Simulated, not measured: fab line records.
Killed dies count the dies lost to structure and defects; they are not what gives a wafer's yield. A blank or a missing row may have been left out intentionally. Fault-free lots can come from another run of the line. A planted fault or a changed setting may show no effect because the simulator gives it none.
fab line records || flow sky130
[record] {"lots": 5, "wafers": 15, "lastDay": 50}
route steps=708 shown VT_ADJUST_LVTN@111 VT_ADJUST_NCORE@119 PAD_OPEN@708
lots that met no fault: from a run of the same line without faults
startH: start of the lot's first displayed wafer, in hours after the record's first day || waitH: how many hours have passed since the lot's step before this one || " the same as in the row above || L1.1+2: a single row standing in for several wafers || - no value present, or no start provided || * or withheld: withheld || < > ~ a bound
route shown NAME@n: names a module that has steps shown in the file, with the first one's number in the route || usual: mean and standard deviation over wafers with no fault || same: alike in all rows || chamber/n: place in a boat || sites: each site's reading || _std_site: how widely they spread, as a standard deviation || _edge_site: inner sites' mean taken away from outer sites' mean || radiusMm: how far each site lies from the wafer's centre || mask NAME#n: copy n || behind: tool/chamber where the wafer was last shaped || hold: cause of the lot's hold/its duration in hours/its outcome || device: names the non-switching transistor (n, p or np) || end of line: at the end of the route, the tests of the same wafers || a step without rows: its recipe alone || killed: at the first sort, the dies lost to defects and structure; wafer yield is something else || map: a wafer's dies, x killed, . not, _ none there
set.NAME: the setting that was run; set.NAME@STEP: the one run at that earlier step || model.NAME: the simulator's own value behind a step, which no gauge read
lots at some steps of the route; a table a step, a row a wafer
services: from which hour (startH, from the record's first day; less than 0 if before it) a tool's chamber was out of use, for how many hours, and why
[[steps]]
[step SKY_VT_ADJUST_LVTN_SOFTBAKE_14]
[recipe] {"tempC": 90, "timeS": 60, "resist": "NOVOLAK"}
[step SKY_VT_ADJUST_LVTN_EXPOSE_15]
[recipe] {"maskId": "HVN_STD_DERIVED", "na": 0.6, "sourceShape": "conventional", "sigmaOuter": 0.6, "polarization": "unpolarized", "targetCdNm": 600, "doseMj": 163}
[step SKY_VT_ADJUST_LVTN_PEB_16]
[recipe] {"tempC": "withheld", "timeS": "*", "resist": "NOVOLAK"}
[step SKY_VT_ADJUST_LVTN_DEVELOP_17]
[recipe] {"resist": "NOVOLAK", "developer": "TMAH", "developTimeS": 60, "devTempC": 23}
[step SKY_VT_ADJUST_LVTN_OVL_MEAS_18]
[usual] {"VT_ADJUST_LVTN_01_OVL": "-0.2/1.5"}
{"lot.wafer": "L536.2", "tool": "overlay-02", "chamber": "-", "startH": 185.14, "waitH": 0.1, "VT_ADJUST_LVTN_01_OVL[nm]": -1.2}
{"lot.wafer": "L536.4", "tool": "overlay-02", "chamber": "-", "startH": 185.14, "waitH": 0.1, "VT_ADJUST_LVTN_01_OVL[nm]": -1.5}
{"lot.wafer": "L536.5", "tool": "overlay-02", "chamber": "-", "startH": 185.14, "waitH": 0.1, "VT_ADJUST_LVTN_01_OVL[nm]": -1.4}
{"lot.wafer": "L539.1", "tool": "overlay-01", "chamber": "-", "startH": 205.42, "waitH": 0.1, "VT_ADJUST_LVTN_01_OVL[nm]": -0.5}
{"lot.wafer": "L539.5", "tool": "overlay-01", "chamber": "-", "startH": 205.42, "waitH": 0.1, "VT_ADJUST_LVTN_01_OVL[nm]": 0.6}
{"lot.wafer": "L539.6", "tool": "overlay-01", "chamber": "-", "startH": 205.42, "waitH": 0.1, "VT_ADJUST_LVTN_01_OVL[nm]": -0.7}
{"lot.wafer": "L546.3", "tool": "overlay-02", "chamber": "-", "startH": 255.72, "waitH": 0.1, "VT_ADJUST_LVTN_01_OVL[nm]": 0.3}
{"lot.wafer": "L546.4", "tool": "overlay-02", "chamber": "-", "startH": 255.72, "waitH": 0.1, "VT_ADJUST_LVTN_01_OVL[nm]": -0.5}
{"lot.wafer": "L546.6", "tool": "overlay-02", "chamber": "-", "startH": 255.72, "waitH": 0.1, "VT_ADJUST_LVTN_01_OVL[nm]": 0.4}
{"lot.wafer": "L555.1", "tool": "overlay-01", "chamber": "-", "startH": 310.92, "waitH": 0.1, "VT_ADJUST_LVTN_01_OVL[nm]": -3.3}
{"lot.wafer": "L555.3", "tool": "overlay-01", "chamber": "-", "startH": 310.92, "waitH": 0.1, "VT_ADJUST_LVTN_01_OVL[nm]": -2.4}
{"lot.wafer": "L555.5", "tool": "overlay-01", "chamber": "-", "startH": 310.92, "waitH": 0.1, "VT_ADJUST_LVTN_01_OVL[nm]": -1.3}
{"lot.wafer": "L556.2", "tool": "overlay-02", "chamber": "-", "startH": 316.83, "waitH": 0.1, "VT_ADJUST_LVTN_01_OVL[nm]": -1.0}
{"lot.wafer": "L556.4", "tool": "overlay-02", "chamber": "-", "startH": 316.83, "waitH": 0.1, "VT_ADJUST_LVTN_01_OVL[nm]": 1.0}
{"lot.wafer": "L556.5", "tool": "overlay-02", "chamber": "-", "startH": 316.83, "waitH": 0.1, "VT_ADJUST_LVTN_01_OVL[nm]": -0.5}
[step SKY_VT_ADJUST_LVTN_IMPLANT_19]
[recipe] {"species": "B", "energyKev": 30, "doseCm2": 6.5e+11, "tiltDeg": "withheld"}
[step SKY_VT_ADJUST_LVTN_STRIP_20]
[recipe] {"chemistry": "O2/N2", "powerW": 1400, "pressureMtorr": 1500, "platenTempC": "withheld", "o2FlowSccm": 3000, "n2FlowSccm": 300, "overashFraction": 0.5}
[usual] {"drypumpMotorCurrentA": "5.5/0.33", "oesProductAu": "0.715/0.0049", "stripTimeToEndpointS": "14.18/0.039"}
{"lot.wafer": "L536.2", "tool": "plasmaAsher-03", "chamber": 1, "startH": 185.32, "waitH": 0.1, "drypumpMotorCurrentA": 5.9, "oesProductAu": 0.712, "rfHoursCounterH": 37, "stripTimeToEndpointS": 14.12}
{"lot.wafer": "L536.4", "tool": "plasmaAsher-03", "chamber": 0, "startH": 185.32, "waitH": 0.1, "drypumpMotorCurrentA": 5.0, "oesProductAu": 0.715, "rfHoursCounterH": "-", "stripTimeToEndpointS": 14.17}
{"lot.wafer": "L536.5", "tool": "plasmaAsher-03", "chamber": 0, "startH": 185.32, "waitH": 0.1, "drypumpMotorCurrentA": 5.0, "oesProductAu": 0.722, "rfHoursCounterH": "-", "stripTimeToEndpointS": 14.15}
{"lot.wafer": "L539.1", "tool": "plasmaAsher-03", "chamber": 1, "startH": 205.61, "waitH": 0.1, "drypumpMotorCurrentA": 5.9, "oesProductAu": 0.717, "rfHoursCounterH": 39, "stripTimeToEndpointS": 14.23}
{"lot.wafer": "L539.5", "tool": "plasmaAsher-03", "chamber": 0, "startH": 205.61, "waitH": 0.1, "drypumpMotorCurrentA": 5.1, "oesProductAu": 0.707, "rfHoursCounterH": "-", "stripTimeToEndpointS": 14.21}
{"lot.wafer": "L539.6", "tool": "plasmaAsher-03", "chamber": 1, "startH": 205.61, "waitH": 0.1, "drypumpMotorCurrentA": 5.9, "oesProductAu": 0.721, "rfHoursCounterH": "-", "stripTimeToEndpointS": 14.22}
{"lot.wafer": "L546.3", "tool": "plasmaAsher-03", "chamber": 1, "startH": 255.92, "waitH": 0.1, "drypumpMotorCurrentA": 5.9, "oesProductAu": 0.714, "rfHoursCounterH": "-", "stripTimeToEndpointS": 14.19}
{"lot.wafer": "L546.4", "tool": "plasmaAsher-03", "chamber": 0, "startH": 255.92, "waitH": 0.1, "drypumpMotorCurrentA": 5.1, "oesProductAu": 0.715, "rfHoursCounterH": "-", "stripTimeToEndpointS": 14.18}
{"lot.wafer": "L546.6", "tool": "plasmaAsher-03", "chamber": 0, "startH": 255.92, "waitH": 0.1, "drypumpMotorCurrentA": 5.1, "oesProductAu": 0.725, "rfHoursCounterH": "-", "stripTimeToEndpointS": 14.13}
{"lot.wafer": "L555.1", "tool": "plasmaAsher-02", "chamber": 1, "startH": 311.11, "waitH": 0.1, "drypumpMotorCurrentA": 5.3, "oesProductAu": 0.721, "rfHoursCounterH": 19, "stripTimeToEndpointS": 14.22}
{"lot.wafer": "L555.3", "tool": "plasmaAsher-02", "chamber": 0, "startH": 311.11, "waitH": 0.1, "drypumpMotorCurrentA": 5.6, "oesProductAu": 0.711, "rfHoursCounterH": "-", "stripTimeToEndpointS": 14.17}
{"lot.wafer": "L555.5", "tool": "plasmaAsher-02", "chamber": 0, "startH": 311.11, "waitH": 0.1, "drypumpMotorCurrentA": 5.6, "oesProductAu": 0.718, "rfHoursCounterH": "-", "stripTimeToEndpointS": 14.19}
{"lot.wafer": "L556.2", "tool": "plasmaAsher-03", "chamber": 0, "startH": 317.01, "waitH": 0.1, "drypumpMotorCurrentA": 5.1, "oesProductAu": 0.716, "rfHoursCounterH": 51, "stripTimeToEndpointS": 14.23}
{"lot.wafer": "L556.4", "tool": "plasmaAsher-03", "chamber": 0, "startH": 317.01, "waitH": 0.1, "drypumpMotorCurrentA": 5.1, "oesProductAu": 0.714, "rfHoursCounterH": "-", "stripTimeToEndpointS": 14.25}
{"lot.wafer": "L556.5", "tool": "plasmaAsher-03", "chamber": 0, "startH": 317.01, "waitH": 0.1, "drypumpMotorCurrentA": 5.0, "oesProductAu": 0.721, "rfHoursCounterH": "-", "stripTimeToEndpointS": 14.21}
[step SKY_VT_ADJUST_LVTN_TW_MEAS_21]
[usual] {"VT_ADJUST_LVTN_2_TW": "188/3"}
{"lot.wafer": "L536.2", "tool": "filmMetro-04", "chamber": "-", "startH": 185.43, "waitH": 0.1, "VT_ADJUST_LVTN_2_TW": 190}
{"lot.wafer": "L536.4", "tool": "filmMetro-04", "chamber": "-", "startH": 185.43, "waitH": 0.1, "VT_ADJUST_LVTN_2_TW": 193}
{"lot.wafer": "L536.5", "tool": "filmMetro-04", "chamber": "-", "startH": 185.43, "waitH": 0.1, "VT_ADJUST_LVTN_2_TW": 191}
{"lot.wafer": "L539.1", "tool": "filmMetro-03", "chamber": "-", "startH": 205.71, "waitH": 0.1, "VT_ADJUST_LVTN_2_TW": 189}
{"lot.wafer": "L539.5", "tool": "filmMetro-03", "chamber": "-", "startH": 205.71, "waitH": 0.1, "VT_ADJUST_LVTN_2_TW": 189}
{"lot.wafer": "L539.6", "tool": "filmMetro-03", "chamber": "-", "startH": 205.71, "waitH": 0.1, "VT_ADJUST_LVTN_2_TW": 189}
{"lot.wafer": "L546.3", "tool": "filmMetro-04", "chamber": "-", "startH": 256.01, "waitH": 0.1, "VT_ADJUST_LVTN_2_TW": 191}
{"lot.wafer": "L546.4", "tool": "filmMetro-04", "chamber": "-", "startH": 256.01, "waitH": 0.1, "VT_ADJUST_LVTN_2_TW": 191}
{"lot.wafer": "L546.6", "tool": "filmMetro-04", "chamber": "-", "startH": 256.01, "waitH": 0.1, "VT_ADJUST_LVTN_2_TW": 191}
{"lot.wafer": "L555.1", "tool": "filmMetro-02", "chamber": "-", "startH": 311.21, "waitH": 0.1, "VT_ADJUST_LVTN_2_TW": 184}
{"lot.wafer": "L555.3", "tool": "filmMetro-02", "chamber": "-", "startH": 311.21, "waitH": 0.1, "VT_ADJUST_LVTN_2_TW": 184}
{"lot.wafer": "L555.5", "tool": "filmMetro-02", "chamber": "-", "startH": 311.21, "waitH": 0.1, "VT_ADJUST_LVTN_2_TW": 184}
{"lot.wafer": "L556.2", "tool": "filmMetro-02", "chamber": "-", "startH": 317.12, "waitH": 0.1, "VT_ADJUST_LVTN_2_TW": 184}
{"lot.wafer": "L556.4", "tool": "filmMetro-02", "chamber": "-", "startH": 317.12, "waitH": 0.1, "VT_ADJUST_LVTN_2_TW": 184}
{"lot.wafer": "L556.5", "tool": "filmMetro-02", "chamber": "-", "startH": 317.12, "waitH": 0.1, "VT_ADJUST_LVTN_2_TW": 185}
[step SKY_VT_ADJUST_NCORE_DEHYDRATE_00]
[recipe] {"tempC": 200, "timeS": 60}
[step SKY_VT_ADJUST_NCORE_HMDS_01]
[recipe] {"primeTimeS": 60, "primeTempC": 120}
[step SKY_VT_ADJUST_NCORE_COAT_02]
[recipe] {"resist": "NOVOLAK", "spinRpm": 3000, "resistThkNm": 1140}
[step SKY_VT_ADJUST_NCORE_SOFTBAKE_03]
[recipe] {"tempC": 90, "timeS": 60, "resist": "NOVOLAK"}
[step SKY_VT_ADJUST_NCORE_EXPOSE_04]
[recipe] {"maskId": "LVTN_COMPLEMENT_THIN", "na": 0.6, "sourceShape": "conventional", "sigmaOuter": 0.6, "polarization": "unpolarized", "targetCdNm": 380, "doseMj": 139}
[usual] {"exposureDoseMJCm2": "138.97/0.13", "reticleTempC": "22.99/0.11"}
{"lot.wafer": "L536.2", "tool": "ilineStepper-02", "chamber": 0, "startH": 195.95, "waitH": "-", "mask": "LVTN_COMPLEMENT_THIN#0", "exposureDoseMJCm2": 138.99, "reticleTempC": 23.16}
{"lot.wafer": "L536.4", "tool": "ilineStepper-02", "chamber": 0, "startH": 195.95, "waitH": "-", "mask": "LVTN_COMPLEMENT_THIN#0", "exposureDoseMJCm2": 139.04, "reticleTempC": 23.05}
{"lot.wafer": "L536.5", "tool": "ilineStepper-02", "chamber": 0, "startH": 195.95, "waitH": "-", "mask": "LVTN_COMPLEMENT_THIN#0", "exposureDoseMJCm2": 139.16, "reticleTempC": 23.15}
{"lot.wafer": "L539.1", "tool": "ilineStepper-01", "chamber": 0, "startH": 216.49, "waitH": "-", "mask": "LVTN_COMPLEMENT_THIN#0", "exposureDoseMJCm2": 138.99, "reticleTempC": 23.16}
{"lot.wafer": "L539.5", "tool": "ilineStepper-01", "chamber": 0, "startH": 216.49, "waitH": "-", "mask": "LVTN_COMPLEMENT_THIN#0", "exposureDoseMJCm2": 138.82, "reticleTempC": 22.97}
{"lot.wafer": "L539.6", "tool": "ilineStepper-01", "chamber": 0, "startH": 216.49, "waitH": "-", "mask": "LVTN_COMPLEMENT_THIN#0", "exposureDoseMJCm2": 138.89, "reticleTempC": 23.07}
{"lot.wafer": "L546.3", "tool": "ilineStepper-02", "chamber": 0, "startH": 267.42, "waitH": "-", "mask": "LVTN_COMPLEMENT_THIN#0", "exposureDoseMJCm2": 140.25, "reticleTempC": 23.00}
{"lot.wafer": "L546.4", "tool": "ilineStepper-02", "chamber": 0, "startH": 267.42, "waitH": "-", "mask": "LVTN_COMPLEMENT_THIN#0", "exposureDoseMJCm2": 140.40, "reticleTempC": 22.98}
{"lot.wafer": "L546.6", "tool": "ilineStepper-02", "chamber": 0, "startH": 267.42, "waitH": "-", "mask": "LVTN_COMPLEMENT_THIN#0", "exposureDoseMJCm2": 140.49, "reticleTempC": 22.92}
{"lot.wafer": "L555.1", "tool": "ilineStepper-02", "chamber": 0, "startH": 324.90, "waitH": "-", "mask": "LVTN_COMPLEMENT_THIN#0", "exposureDoseMJCm2": 138.80, "reticleTempC": 22.98}
{"lot.wafer": "L555.3", "tool": "ilineStepper-02", "chamber": 0, "startH": 324.90, "waitH": "-", "mask": "LVTN_COMPLEMENT_THIN#0", "exposureDoseMJCm2": 139.06, "reticleTempC": 23.07}
{"lot.wafer": "L555.5", "tool": "ilineStepper-02", "chamber": 0, "startH": 324.90, "waitH": "-", "mask": "LVTN_COMPLEMENT_THIN#0", "exposureDoseMJCm2": 139.03, "reticleTempC": 22.93}
{"lot.wafer": "L556.2", "tool": "ilineStepper-01", "chamber": 0, "startH": 330.61, "waitH": "-", "mask": "LVTN_COMPLEMENT_THIN#0", "exposureDoseMJCm2": 139.19, "reticleTempC": 23.10}
{"lot.wafer": "L556.4", "tool": "ilineStepper-01", "chamber": 0, "startH": 330.61, "waitH": "-", "mask": "LVTN_COMPLEMENT_THIN#0", "exposureDoseMJCm2": 139.31, "reticleTempC": 22.95}
{"lot.wafer": "L556.5", "tool": "ilineStepper-01", "chamber": 0, "startH": 330.61, "waitH": "-", "mask": "LVTN_COMPLEMENT_THIN#0", "exposureDoseMJCm2": 138.85, "reticleTempC": 22.97}
[step SKY_VT_ADJUST_NCORE_PEB_05]
[recipe] {"tempC": "withheld", "timeS": "*", "resist": "NOVOLAK"}
[step SKY_VT_ADJUST_NCORE_DEVELOP_06]
[recipe] {"resist": "NOVOLAK", "developer": "TMAH", "developTimeS": 60, "devTempC": 23}
[step SKY_VT_ADJUST_NCORE_CD_MEAS_07]
[recipe] {"targetCdNm": 380}
[usual] {"cdNm": "379.1/2.6"}
{"lot.wafer": "L536.2", "tool": "cdSem-01", "chamber": "-", "startH": 206.64, "waitH": 0.1, "cdNm": 379.6}
{"lot.wafer": "L536.4", "tool": "cdSem-01", "chamber": "-", "startH": 206.64, "waitH": 0.1, "cdNm": 375.5}
{"lot.wafer": "L536.5", "tool": "cdSem-01", "chamber": "-", "startH": 206.64, "waitH": 0.1, "cdNm": 377.1}
{"lot.wafer": "L539.1", "tool": "cdSem-02", "chamber": "-", "startH": 227.39, "waitH": 0.1, "cdNm": 377.9}
{"lot.wafer": "L539.5", "tool": "cdSem-02", "chamber": "-", "startH": 227.39, "waitH": 0.1, "cdNm": 381.4}
{"lot.wafer": "L539.6", "tool": "cdSem-02", "chamber": "-", "startH": 227.39, "waitH": 0.1, "cdNm": 379.9}
{"lot.wafer": "L546.3", "tool": "cdSem-01", "chamber": "-", "startH": 279.58, "waitH": 0.1, "cdNm": 366.9}
{"lot.wafer": "L546.4", "tool": "cdSem-01", "chamber": "-", "startH": 279.58, "waitH": 0.1, "cdNm": 375.9}
{"lot.wafer": "L546.6", "tool": "cdSem-01", "chamber": "-", "startH": 279.58, "waitH": 0.1, "cdNm": 351.8}
{"lot.wafer": "L555.1", "tool": "cdSem-01", "chamber": "-", "startH": 337.84, "waitH": 0.1, "cdNm": 376.3}
{"lot.wafer": "L555.3", "tool": "cdSem-01", "chamber": "-", "startH": 337.84, "waitH": 0.1, "cdNm": 379.7}
{"lot.wafer": "L555.5", "tool": "cdSem-01", "chamber": "-", "startH": 337.84, "waitH": 0.1, "cdNm": 375.1}
{"lot.wafer": "L556.2", "tool": "cdSem-01", "chamber": "-", "startH": 343.09, "waitH": 0.1, "cdNm": 379.3}
{"lot.wafer": "L556.4", "tool": "cdSem-01", "chamber": "-", "startH": 343.09, "waitH": 0.1, "cdNm": 378.8}
{"lot.wafer": "L556.5", "tool": "cdSem-01", "chamber": "-", "startH": 343.09, "waitH": 0.1, "cdNm": 379.1}
[step SKY_VT_ADJUST_NCORE_OVL_MEAS_08]
[usual] {"VT_ADJUST_NCORE_OVL": "0.6/1.3"}
{"lot.wafer": "L536.2", "tool": "overlay-01", "chamber": "-", "startH": 206.75, "waitH": 0.1, "VT_ADJUST_NCORE_OVL[nm]": -0.7}
{"lot.wafer": "L536.4", "tool": "overlay-01", "chamber": "-", "startH": 206.75, "waitH": 0.1, "VT_ADJUST_NCORE_OVL[nm]": -1.8}
{"lot.wafer": "L536.5", "tool": "overlay-01", "chamber": "-", "startH": 206.75, "waitH": 0.1, "VT_ADJUST_NCORE_OVL[nm]": 1.3}
{"lot.wafer": "L539.1", "tool": "overlay-02", "chamber": "-", "startH": 227.51, "waitH": 0.1, "VT_ADJUST_NCORE_OVL[nm]": 0.5}
{"lot.wafer": "L539.5", "tool": "overlay-02", "chamber": "-", "startH": 227.51, "waitH": 0.1, "VT_ADJUST_NCORE_OVL[nm]": 0.4}
{"lot.wafer": "L539.6", "tool": "overlay-02", "chamber": "-", "startH": 227.51, "waitH": 0.1, "VT_ADJUST_NCORE_OVL[nm]": 0.7}
{"lot.wafer": "L546.3", "tool": "overlay-01", "chamber": "-", "startH": 279.67, "waitH": 0.1, "VT_ADJUST_NCORE_OVL[nm]": 0.6}
{"lot.wafer": "L546.4", "tool": "overlay-01", "chamber": "-", "startH": 279.67, "waitH": 0.1, "VT_ADJUST_NCORE_OVL[nm]": 1.2}
{"lot.wafer": "L546.6", "tool": "overlay-01", "chamber": "-", "startH": 279.67, "waitH": 0.1, "VT_ADJUST_NCORE_OVL[nm]": 0.9}
{"lot.wafer": "L555.1", "tool": "overlay-02", "chamber": "-", "startH": 337.96, "waitH": 0.1, "VT_ADJUST_NCORE_OVL[nm]": 1.7}
{"lot.wafer": "L555.3", "tool": "overlay-02", "chamber": "-", "startH": 337.96, "waitH": 0.1, "VT_ADJUST_NCORE_OVL[nm]": 1.1}
{"lot.wafer": "L555.5", "tool": "overlay-02", "chamber": "-", "startH": 337.96, "waitH": 0.1, "VT_ADJUST_NCORE_OVL[nm]": -1.5}
{"lot.wafer": "L556.2", "tool": "overlay-02", "chamber": "-", "startH": 343.20, "waitH": 0.1, "VT_ADJUST_NCORE_OVL[nm]": -0.9}
{"lot.wafer": "L556.4", "tool": "overlay-02", "chamber": "-", "startH": 343.20, "waitH": 0.1, "VT_ADJUST_NCORE_OVL[nm]": 1.6}
{"lot.wafer": "L556.5", "tool": "overlay-02", "chamber": "-", "startH": 343.20, "waitH": 0.1, "VT_ADJUST_NCORE_OVL[nm]": 1.0}
[step SKY_PAD_OPEN_PROBE_99]
[usual] {"killed_at_M0_to_M3": "45/7.1", "killed_at_M4_up": "3.0/1.8", "killedAtContacts": "24/5.4", "killedAtFrontEnd": "16/4.9", "killedAtOther": "0.3/0.63", "killedDies": "88/11", "killedOnRim": "17/3.4", "killedOpen": "47/7.4", "killedShort": "40/7"}
[same] {"grossDies": 492, "killedAtBackSide": 0}
{"lot.wafer": "L539.1", "tool": "prober-01", "chamber": "-", "startH": 1112.78, "waitH": 0.1, "killed_at_M0_to_M3": 44, "killed_at_M4_up": 3, "killedAtContacts": 31, "killedAtFrontEnd": 17, "killedAtOther": 1, "killedDies": 96, "killedOnRim": 19, "killedOpen": 52, "killedShort": 44}
{"lot.wafer": "L539.5", "tool": "prober-01", "chamber": "-", "startH": 1112.98, "waitH": 0.2, "killed_at_M0_to_M3": 37, "killed_at_M4_up": 5, "killedAtContacts": 26, "killedAtFrontEnd": 13, "killedAtOther": 0, "killedDies": 81, "killedOnRim": 12, "killedOpen": 48, "killedShort": 32}
{"lot.wafer": "L539.6", "tool": "prober-01", "chamber": "-", "startH": 1113.03, "waitH": 0.2, "killed_at_M0_to_M3": 47, "killed_at_M4_up": 1, "killedAtContacts": 31, "killedAtFrontEnd": 12, "killedAtOther": 0, "killedDies": 91, "killedOnRim": 15, "killedOpen": 61, "killedShort": 30}
{"lot.wafer": "L546.3", "tool": "prober-02", "chamber": "-", "startH": 1155.10, "waitH": 0.2, "killed_at_M0_to_M3": 43, "killed_at_M4_up": 3, "killedAtContacts": 18, "killedAtFrontEnd": 14, "killedAtOther": 0, "killedDies": 78, "killedOnRim": 13, "killedOpen": 47, "killedShort": 31}
{"lot.wafer": "L546.4", "tool": "prober-02", "chamber": "-", "startH": 1155.15, "waitH": 0.2, "killed_at_M0_to_M3": 30, "killed_at_M4_up": 2, "killedAtContacts": 19, "killedAtFrontEnd": 20, "killedAtOther": 1, "killedDies": 72, "killedOnRim": 11, "killedOpen": 32, "killedShort": 40}
{"lot.wafer": "L546.6", "tool": "prober-02", "chamber": "-", "startH": 1155.25, "waitH": 0.2, "killed_at_M0_to_M3": 57, "killed_at_M4_up": 0, "killedAtContacts": 15, "killedAtFrontEnd": 17, "killedAtOther": 0, "killedDies": 89, "killedOnRim": 22, "killedOpen": 38, "killedShort": 51}
// killed by level:class
L539.1 VIA1:geometricParticle:open=13 CONTACT:geometricParticle:open=10 LOCAL_INTERCONNECT:geometricParticle:short=8 LI_CONTACT:geometricParticle:open=8 FIELD_ISO:geometricParticle:short=5 METAL2:geometricParticle:short=5 METAL1:geometricParticle:short=5 VIA3:geometricParticle:open=5
L539.5 VIA2:geometricParticle:open=10 CONTACT:geometricParticle:open=9 VIA3:geometricParticle:open=7 LI_CONTACT:geometricParticle:open=6 VIA1:geometricParticle:open=6 LOCAL_INTERCONNECT:geometricParticle:short=5 SPACER:geometricParticle:short=3 LOCAL_INTERCONNECT:geometricParticle:open=3
L539.6 CONTACT:geometricParticle:open=13 VIA1:geometricParticle:open=12 FIELD_ISO:geometricParticle:open=8 LI_CONTACT:geometricParticle:open=8 VIA3:geometricParticle:open=8 VIA2:geometricParticle:open=6 VIA3:geometricParticle:short=5 LOCAL_INTERCONNECT:geometricParticle:short=5
L546.3 VIA1:geometricParticle:open=11 METAL1:geometricParticle:short=8 POLY_GATE:geometricParticle:open=7 CONTACT:geometricParticle:open=7 METAL2:geometricParticle:short=6 VIA2:geometricParticle:open=5 LOCAL_INTERCONNECT:geometricParticle:short=4 METAL1:geometricParticle:open=4
L546.4 CONTACT:geometricParticle:open=8 POLY_GATE:geometricParticle:short=6 METAL1:geometricParticle:short=6 FIELD_ISO:geometricParticle:open=5 FIELD_ISO:geometricParticle:short=5 VIA3:geometricParticle:short=5 METAL2:geometricParticle:short=5 VIA2:geometricParticle:open=5
L546.6 VIA1:geometricParticle:open=13 METAL1:geometricParticle:short=9 METAL2:geometricParticle:short=8 VIA1:geometricParticle:short=6 POLY_GATE:geometricParticle:short=5 LI_CONTACT:geometricParticle:short=5 VIA2:geometricParticle:open=5 FIELD_ISO:geometricParticle:open=4
[[services]]
{"tool": "plasmaAsher-03", "chamber": "-", "startH": 172.73, "hours": 1.1, "kind": "repair"}
{"tool": "plasmaAsher-02", "chamber": "-", "startH": 180.17, "hours": 11.2, "kind": "repair"}
{"tool": "plasmaAsher-02", "chamber": "-", "startH": 192.33, "hours": 2.3, "kind": "repair"}
{"tool": "ilineStepper-01", "chamber": "-", "startH": 193.63, "hours": 4.4, "kind": "pm"}
{"tool": "ilineStepper-02", "chamber": "-", "startH": 283.91, "hours": 1.0, "kind": "repair"}
{"tool": "plasmaAsher-02", "chamber": "-", "startH": 285.86, "hours": 2.8, "kind": "pm"}
{"tool": "ilineStepper-01", "chamber": "-", "startH": 298.62, "hours": 13.8, "kind": "repair"}
{"tool": "ilineStepper-02", "chamber": "-", "startH": 312.45, "hours": 1.7, "kind": "pm"}
{"tool": "ilineStepper-02", "chamber": 0, "startH": 312.79, "hours": "-", "kind": "calibration"}
[[key]]
[firstSign] {"step": "SKY_VT_ADJUST_NCORE_EXPOSE_04", "reading": "exposureDoseMJCm2", "direction": "up", "sigmas": 11, "usual": "*", "struck": "*"}
[effect] {"step": "SKY_VT_ADJUST_NCORE_CD_MEAS_07", "reading": "cdNm", "direction": "down", "sigmas": 5.5, "usual": 379.1, "struck": 364.9, "wafersMoved": 2, "through": "controlLoop"}
metAt SKY_VT_ADJUST_NCORE_EXPOSE_04
struckWafers L546.3,L546.4,L546.6
testerLeftOut L546
[loopTrim] {"step": "SKY_VT_ADJUST_NCORE_EXPOSE_04", "setting": "dose", "lots": "L546"}
onsetBetween 195.95 267.42
[fault] {"kind": "processParameterDrift", "tool": "ilineStepper-02", "chamber": "-", "onsetH": 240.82, "steps": "SKY_VT_ADJUST_NCORE_EXPOSE_04", "channel": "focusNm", "offset": 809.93, "spreadByWafer": 0.3, "shape": "step", "endH": 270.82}
// testerLeftOut: of these lots the tester's yield and bins aren't shown, on N5 and GAA mostly nor the transistor test; their killed dies are dies lost to structure and defects alone, not to doping, threshold or leakage, so they don't give the yield
// loopTrim: a control loop set the setting to another value than it would have without faults
